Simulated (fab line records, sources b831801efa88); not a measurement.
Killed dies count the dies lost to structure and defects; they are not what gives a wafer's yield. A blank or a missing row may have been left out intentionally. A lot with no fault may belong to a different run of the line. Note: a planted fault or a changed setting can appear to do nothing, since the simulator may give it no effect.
A single fault, viewed from 2 desks ; flow sky130 ; each desk holds nothing but its own numbers, with what lay behind them at the end

THE METROLOGY DESK
Lot by lot, what the gauges showed, no matter which tool ran the lot: averages of those sampled wafers that carry a number. A lot is out of limits, marked OUT, if its mean lies more than 4 standard deviations from the usual mean; the brackets give that distance.
Columns: A = VIA3_W_RS at SKY_VIA3_RS_MEAS_22, usual 0.295 ohm/sq; B = VIA3_W_THK at SKY_VIA3_THK_MEAS_23, usual 381 nm
lot;first seen here;A;B
L513;day 39 17:50;0.297;379
L515;day 40 12:02;0.295;388
L517;day 41 07:28;0.298;379
L518;day 41 17:21;0.292;389
L520;day 41 23:53;0.299;370
L522;day 42 11:50;0.293;378
L523;day 42 21:16;0.294;388
L524;day 43 05:19;0.299;371
L528;day 44 15:39;0.247 (-13) OUT;386
L529;day 44 19:58;0.157 (-38) OUT;-
L534;day 45 21:22;0.291;392
L535;day 45 23:44;0.297;382
L536;day 46 04:43;0.296;385
Finding of this desk: L528, L529 out of limits, first seen on L528 at day 44 15:39 (VIA3_W_RS at SKY_VIA3_RS_MEAS_22). L513, L515, L517, L518, L520, L522, L523, L524, L534, L535, L536: within limits.

AT THE TOOL OWNER'S DESK: cvd w-01
The tool's own readings at SKY_VIA3_CVD_21 (deposits W, target thk 390 nm, time 117.31 s): means of the sampled wafers that have a number, for each lot that ran on this tool. A lot is out of limits, marked OUT, if its mean lies more than 4 standard deviations from the usual mean; the brackets give that distance.
Columns: A = heater power w at SKY_VIA3_CVD_21, usual 774 W
lot;first seen here;A
L515;day 40 11:54;836
L518;day 41 17:14;832
L522;day 42 11:42;826
L523;day 42 21:09;832
L528;day 44 15:28;839
L529;day 44 19:44;742
This desk's verdict: no lot among the 6 shows anything out of limits.

TAKEN TOGETHER
L528, L529 would have let the metrology desk raise an alarm at day 44 15:39.
The desk of the tool owner found nothing out of limits.
Tool owner's desk: L528, L529 on record, inside its limits.
SKY_VIA3_CVD_21 was run on cvd w-01 by each of the lots named.

WHAT THE SIMULATOR HAD PUT IN
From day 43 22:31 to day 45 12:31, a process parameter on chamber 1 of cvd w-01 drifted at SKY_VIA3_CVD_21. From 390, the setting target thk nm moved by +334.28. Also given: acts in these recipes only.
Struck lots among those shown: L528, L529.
Delay in hours, fault start to first out-of-limits reading, per desk: metrology desk 17.
